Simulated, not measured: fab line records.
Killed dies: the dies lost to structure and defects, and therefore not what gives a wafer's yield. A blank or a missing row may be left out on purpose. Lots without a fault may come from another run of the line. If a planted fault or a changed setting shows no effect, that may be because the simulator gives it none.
One fault seen from 2 desks / flow sky130 / every desk sees just its own numbers, and what lay behind them comes last

## METROLOGY DESK
What the gauges read, lot by lot, whatever tool the lot ran on: means of the sampled wafers that have a number. Any lot whose mean is over 4 standard deviations away from the usual mean is out of limits and marked OUT; that distance is given in the brackets.
Columns: A = POLY_GATE_OXIDATION_THK at SKY_POLY_GATE_THK_MEAS_21, usual 4.01 nm; B = LOCAL_INTERCONNECT_TIN_RS at SKY_LOCAL_INTERCONNECT_RS_MEAS_01, usual 14.08 ohm/sq
lot=L144; first seen here=day 17 09:46; A=4.10; B=13.90
lot=L146; first seen here=day 18 07:28; A=3.95; B=13.95
lot=L147; first seen here=day 18 17:49; A=4.05; B=14.06
lot=L148; first seen here=day 19 00:59; A=3.94; B=14.24
lot=L152; first seen here=day 20 12:35; A=4.11; B=14.04
lot=L153; first seen here=day 21 00:05; A=4.94 (+13) OUT; B=14.29
lot=L154; first seen here=day 21 10:37; A=4.95 (+13) OUT; B=14.16
lot=L155; first seen here=day 21 17:48; A=4.95 (+13) OUT; B=14.19
lot=L160; first seen here=day 23 13:01; A=4.02; B=13.89
lot=L161; first seen here=day 23 15:05; A=4.08; B=14.13
lot=L164; first seen here=day 24 17:35; A=3.93; B=14.23
Finding of this desk: L153, L154, L155 out of limits, first seen on L153 at day 21 00:05 (POLY_GATE_OXIDATION_THK at SKY_POLY_GATE_THK_MEAS_21). L144, L146, L147, L148, L152, L160, L161, L164: within limits.

## DESK OF THE TOOL OWNER: furnace-02
The tool's own readings at SKY_POLY_GATE_OXIDATION_20 (stabilise 600 s, purge 300 s, target thk 4 nm): means of the sampled wafers that have a number, for each lot that ran on this tool. Any lot whose mean is over 4 standard deviations away from the usual mean is out of limits and marked OUT; that distance is given in the brackets.
Columns: A = spike tc bottom C at SKY_POLY_GATE_OXIDATION_20, usual 870.8 C; B = spike tc centre C at SKY_POLY_GATE_OXIDATION_20, usual 851.2 C; C = spike tc lower C at SKY_POLY_GATE_OXIDATION_20, usual 849.7 C; D = spike tc top C at SKY_POLY_GATE_OXIDATION_20, usual 860.0 C; E = spike tc upper C at SKY_POLY_GATE_OXIDATION_20, usual 849.2 C; F = tube center temp C at SKY_POLY_GATE_OXIDATION_20, usual 850.01 C; G = tube_center_temp_C_max at SKY_POLY_GATE_OXIDATION_20, usual 852.2
lot=L144; first seen here=day 17 08:31; A=872.4; B=851.8; C=849.6; D=859.4; E=847.5; F=850.00; G=852.4
lot=L146; first seen here=day 18 06:13; A=871.7; B=852.0; C=848.8; D=859.5; E=848.6; F=850.00; G=852.1
lot=L148; first seen here=day 18 23:44; A=872.1; B=851.4; C=848.8; D=860.9; E=848.6; F=850.00; G=852.1
lot=L153; first seen here=day 20 22:50; A=889.5 (+8.5) OUT; B=867.9 (+17) OUT; C=866.2 (+17) OUT; D=877.5 (+15) OUT; E=864.5 (+9.6) OUT; F=866.22 (+99 or more) OUT; G=868.3 (+44) OUT
lot=L154; first seen here=day 21 09:20; A=888.9 (+8.2) OUT; B=867.3 (+16) OUT; C=866.4 (+17) OUT; D=876.4 (+14) OUT; E=864.1 (+9.3) OUT; F=866.29 (+99 or more) OUT; G=868.2 (+43) OUT
lot=L155; first seen here=day 21 16:32; A=888.5 (+8.0) OUT; B=867.6 (+16) OUT; C=865.3 (+16) OUT; D=876.2 (+14) OUT; E=864.7 (+9.7) OUT; F=866.27 (+99 or more) OUT; G=868.9 (+45) OUT
This desk's finding: out of limits on L153, L154, L155; first on L153, day 20 22:50 (spike tc bottom C at SKY_POLY_GATE_OXIDATION_20). L144, L146, L148: within limits.

## ALL TOGETHER
The tool owner's desk could have raised an alarm at day 20 22:50, on L153, L154, L155.
The metrology desk could have raised an alarm at day 21 00:05, on L153, L154, L155.
Every lot named ran SKY_POLY_GATE_OXIDATION_20 on furnace-02.

## WHAT THE SIMULATOR HAD INSERTED
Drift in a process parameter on furnace-02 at SKY_POLY_GATE_OXIDATION_20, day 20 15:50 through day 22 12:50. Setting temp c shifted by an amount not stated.
Struck lots among those shown: L153, L154, L155.
Delay (hours) between the fault's onset and each desk's first out-of-limits reading: 7 at the tool owner's desk, 8 at the metrology desk.
